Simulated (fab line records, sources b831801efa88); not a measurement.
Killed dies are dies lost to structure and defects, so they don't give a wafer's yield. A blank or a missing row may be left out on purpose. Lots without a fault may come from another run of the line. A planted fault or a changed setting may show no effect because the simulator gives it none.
A struck lot beside a sound one | flow gf180mcu | 44 steps out of a route of 602
Sound: wafers L105.2, L105.5, L105.6. Struck: wafers L124.2, L124.3, L124.6. The cause comes at the end.
At each step with rows: each side's tool, then ch and its chambers, then its first start. Under that, the readings that differ: sound wafers | struck wafers | difference of the means | sigmas: that difference in standard deviations of wafers without a fault.
alike: readings whose means differ by less than 2 such deviations, and words and numbers that are the same on both sides. not compared: withheld readings, readings that some wafer has no value for, bounds like >300 that may hide the same value, and numbers for which the record gives no deviation and whose values overlap.
The two part at a step that has a row with sigmas, a row that says differs or no value, or rows on one side only. Numbers that don't overlap but have no deviation are shown without sigmas and don't part them. A reading that every wafer of one side lacks parts them only if that side has two wafers or more.

first, 4 steps without rows for these wafers: GF_V1_STRIP_19 (strips in post etch residue remover, time 1200 s); GF_V1_CLEAN_20 (cleans in DIW); GF_V1_SPUTTER_21 (material Ti, target thk 15 nm, time 80.02 s); GF_V1_SPUTTER_22 (material TiN, target thk 10 nm, time 40 s).
GF_V1_CVD_23: deposits W, target thk 350 nm, time 105.05 s.
  sound on cvd_w-01 ch 0,1, day 18 14:00; struck on cvd_w-01 ch 0,1, day 25 04:38
  alike: heater_power_outer_w, heater_power_w
GF_V1_RS_MEAS_24: measures by four-point-probe.
  sound on film_metro-04, day 18 14:08; struck on film_metro-04, day 25 04:46
  alike: V1_W_RS
GF_V1_THK_MEAS_25: measures by xrf.
  sound on film_metro-04, day 18 14:14; struck on film_metro-04, day 25 04:53
  alike: V1_W_THK
then, 2 steps without rows for these wafers: GF_V1_CMP_26 (polishes, stops on SiO2, t overpolish 15 s, target thk 0 nm); GF_M2_SPUTTER_00 (material Ti, target thk 37.5 nm, time 150 s).
GF_M2_SPUTTER_01: material TiN, target thk 30 nm, time 25 s.
  sound on pvd_sputter-01, day 18 14:41; struck on pvd_sputter-02, day 25 05:20
  alike: throttle_valve_pct
then, 1 step without rows for these wafers: GF_M2_SPUTTER_02 (material AlCu, target thk 450 nm, time 23.9 s).
GF_M2_SPUTTER_03: material Ti, target thk 10 nm, time 6.7 s.
  sound on pvd_sputter-01, day 18 14:45; struck on pvd_sputter-02, day 25 05:23
  alike: substrate_temp_c, throttle_valve_pct
GF_M2_SPUTTER_04: material TiN, target thk 50 nm, time 41.7 s.
  sound on pvd_sputter-01, day 18 14:47; struck on pvd_sputter-02, day 25 05:25
  reading                                | sound             | struck            | difference | sigmas
  model.TiN_of_M2_SPUTTER_04.thk_nm (nm) | 50.47 50.39 50.18 | 35.65 36.36 35.62 | -14.47     |
  alike: throttle_valve_pct
GF_M2_RS_MEAS_05: measures by four-point-probe.
  sound on film_metro-02, day 18 14:50; struck on film_metro-02, day 25 05:28
  alike: M2_ALCU_RS
GF_M2_THK_MEAS_06: measures by xrf.
  sound on film_metro-02, day 18 14:57; struck on film_metro-02, day 25 05:35
  alike: M2_ALCU_THK
then, 7 steps without rows for these wafers: GF_M2_DEHYDRATE_07 (time 60 s); GF_M2_HMDS_08 (prime time 60 s); GF_M2_COAT_09 (resist thk 1000 nm); GF_M2_SOFTBAKE_10 (time 60 s); GF_M2_EXPOSE_11 (exposes mask Metal2, target cd 280 nm); GF_M2_PEB_12 (peb time 90 s); GF_M2_DEVELOP_13 (develop time 60 s).
GF_M2_CD_MEAS_14: target cd 280 nm.
  sound on cd_sem-02, day 19 15:04; struck on cd_sem-02, day 26 02:33
  alike: cd_nm
GF_M2_OVL_MEAS_15:
  sound on overlay-02, day 19 15:10; struck on overlay-01, day 26 02:40
  alike: M2_OVL
then, 5 steps without rows for these wafers: GF_M2_METAL_ETCH_16 (etches the open film in Cl2/BCl3, stops on SiO2, target depth 627.5 nm, time 104.6 s); GF_M2_STRIP_17 (strips in O2/N2); GF_M2_STRIP_18 (strips in post etch residue remover, time 1200 s); GF_M2_CLEAN_19 (cleans in DIW); GF_V2_CVD_00 (deposits SiO2, target thk 600 nm, time 100 s).
GF_V2_THK_MEAS_01:
  sound on film_metro-01, day 19 15:56; struck on film_metro-01, day 26 03:25
  alike: V2_CVD_00_THK
GF_V2_CVD_02: deposits SiO2 from TEOS, target thk 850 nm, time 94.851 s.
  sound on pecvd-02 ch 1,2, day 19 15:59; struck on pecvd-02 ch 1,2, day 26 03:28
  alike: heater_power_outer_w, heater_power_w
GF_V2_THK_MEAS_03:
  sound on film_metro-01, day 19 16:04; struck on film_metro-02, day 26 03:33
  alike: V2_CVD_02_THK
GF_V2_CMP_04: polishes SiO2.
  sound on cmp-02 ch 0,3, day 19 16:07; struck on cmp-02 ch 0,1,3, day 26 03:39
  reading                | sound    | struck   | difference | sigmas
  time_to_endpoint_s (s) | 79 87 90 | 73 72 72 | -13        | -3
  alike: motor_current_A, slurry_filter_dp_kPa, slurry_flow_ml_min
GF_V2_BOW_MEAS_05:
  sound on film_metro-02, day 19 16:26; struck on film_metro-01, day 26 03:55
  alike: V2_BOW
then, 8 steps without rows for these wafers: GF_V2_DEHYDRATE_06 (time 60 s); GF_V2_HMDS_07 (prime time 60 s); GF_V2_COAT_08; GF_V2_COAT_09 (resist thk 1000 nm); GF_V2_SOFTBAKE_10 (time 60 s); GF_V2_EXPOSE_11 (exposes mask Via2, target cd 260 nm); GF_V2_PEB_12 (peb time 90 s); GF_V2_DEVELOP_13 (develop time 60 s).
GF_V2_STRIP_19: strips in post etch residue remover, time 1200 s.
  sound on wet_bench-04 ch 3, day 20 16:41; struck on wet_bench-01 ch 0, day 27 00:13
  reading                                | sound             | struck           | difference | sigmas
  model.TiN_of_M2_SPUTTER_04.thk_nm (nm) | 49.62 49.54 49.34 | 34.8 35.51 34.77 | -14.5      |
  alike: bath_heat_duty_pct
-- the record jumps here: 7 days lie between the struck wafers' starts before and after (it left off in module V2 and takes up again in module PASSIVATION, whose first step shown is number 602 of the route) --
GF_PASSIVATION_PROBE_99:
  the record has rows for the struck wafers here (prober-02, day 34 07:41) and none for the sound ones

WHERE THEY PART
First at GF_V2_CMP_04; last, within this record, at GF_PASSIVATION_PROBE_99.

WHY: what the simulator had put in
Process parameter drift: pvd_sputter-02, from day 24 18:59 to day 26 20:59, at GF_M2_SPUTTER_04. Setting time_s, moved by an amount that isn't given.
